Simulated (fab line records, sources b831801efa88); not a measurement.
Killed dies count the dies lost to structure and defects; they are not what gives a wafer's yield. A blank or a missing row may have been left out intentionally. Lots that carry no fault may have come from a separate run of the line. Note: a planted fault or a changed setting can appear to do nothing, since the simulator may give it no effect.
8D (eight disciplines) problem report, filled in by code || flow sky130 || the parts of the form that need people (team, actions taken, sign-off) are left out

## 1. WHAT WENT WRONG
SD_P_TW at SKY_SD_P_TW_MEAS_11 reads a mean of 2717 on 2 wafers of 2 lots; wafers without a fault read 2837 with a standard deviation of 25. Relative to the usual mean, that is a shift of -4.8 standard deviations.
Seen first at day 30 17:55 on film-metro-04, wafer L885.1. The record has a number at this step for 32 wafers belonging to 11 lots. The rule behind "out" and "out of limits": a value lying over 4 standard deviations away from the usual mean. Any other wafer with a number is counted as sound.

## 2. WHAT IT IS, AND WHAT IT ISN'T
{"question": "which readings at this step", "is": "SD_P_TW", "is not": "-"}
{"question": "which lots", "is": "L884, L885", "is not": "L873, L874, L886, L887, L888, L889, L890, L891, L893"}
{"question": "which wafers of those lots", "is": "L884.1, L885.1", "is not": "L884.3, L884.4, L885.3"}
{"question": "read on which gauges", "is": "film-metro-04", "is not": "film-metro-02, film-metro-03"}
{"question": "when", "is": "from day 30 17:55", "is not": "up to then (7 sound wafers); but 23 sound wafers of L884, L886, L887, L888, L889, L890, L891, L893 came after"}

## 3. WHAT RULES OUT EACH SUSPECT
Counting: any tool at a process step up to the reading remains a suspect provided it ran every lot that is out. Sound lots after the first of them don't rule it out here, since some wafers of a struck lot are sound.
- ruled out: the gauge at SKY_SD_P_TW_MEAS_11. All the wafers that are out were read on film-metro-04, but those of them that SKY_SD_P_STRIP_10 has rows for are out there too, on other tools.
- implanter-02 at SKY_SD_P_IMPLANT_09: kept. Every lot that is out went through it, the first being L885 (day 30 17:40); the last sound lot it ran before that was L873 (day 26 11:13).
After counting, what remains is implanter-02 at SKY_SD_P_IMPLANT_09.

## 4. THE CAUSE (what the simulator had put in)
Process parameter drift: implanter-02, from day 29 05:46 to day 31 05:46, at SKY_SD_P_IMPLANT_09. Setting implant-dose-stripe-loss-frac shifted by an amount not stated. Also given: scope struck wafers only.
Counting left only this tool.

## 5. THE EFFECT CHAIN, in route order
Each row: a reading where the mean over the struck wafers with a number is more than 3 standard deviations away from the usual. Readings are gone through only where the record gives a usual standard deviation; hours: the median, over the lots, of the time from a lot's start at the first step in this table giving one to that lot's start at this step; sigmas: the change measured in usual standard deviations.
{"hours": 0, "step": "SKY_SD_P_STRIP_10", "reading": "strip-time-to-endpoint-s", "usual": "17.52 s", "on struck wafers": 17.12, "change": -0.39, "sigmas": -11}
{"hours": 0, "step": "SKY_SD_P_TW_MEAS_11", "reading": "SD_P_TW", "usual": 2837, "on struck wafers": 2717, "change": -120, "sigmas": -4.8}
{"hours": 56, "step": "SKY_SD_N_RS_MEAS_17", "reading": "SD_P_RS", "usual": "147.2 ohm/sq", "on struck wafers": 150.7, "change": "+3.5", "sigmas": "+10"}
Here are the process steps it includes:
- SKY_SD_P_STRIP_10: strips in O2/N2.
At these later measuring or inspecting steps, every struck wafer for which the step has a row has a number for every such reading, and none has moved that far: SKY_SD_N_TW_MEAS_12.

## 6. HOW IT WOULD HAVE BEEN CAUGHT EARLIER
The first out-of-limits reading at a measuring or inspecting step in this record came at day 30 17:55, 36 hours after the fault's start at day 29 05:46.
Of the tool readings at SKY_SD_P_IMPLANT_09 for which the record gives a usual standard deviation, none was out on any struck wafer, so an alarm limit of 4 standard deviations on them would not have fired.
Of the lots that are out (2), L884 began SKY_SD_P_IMPLANT_09 on implanter-02 after day 30 17:55. It would have been spared by a hold on the tool at that moment.
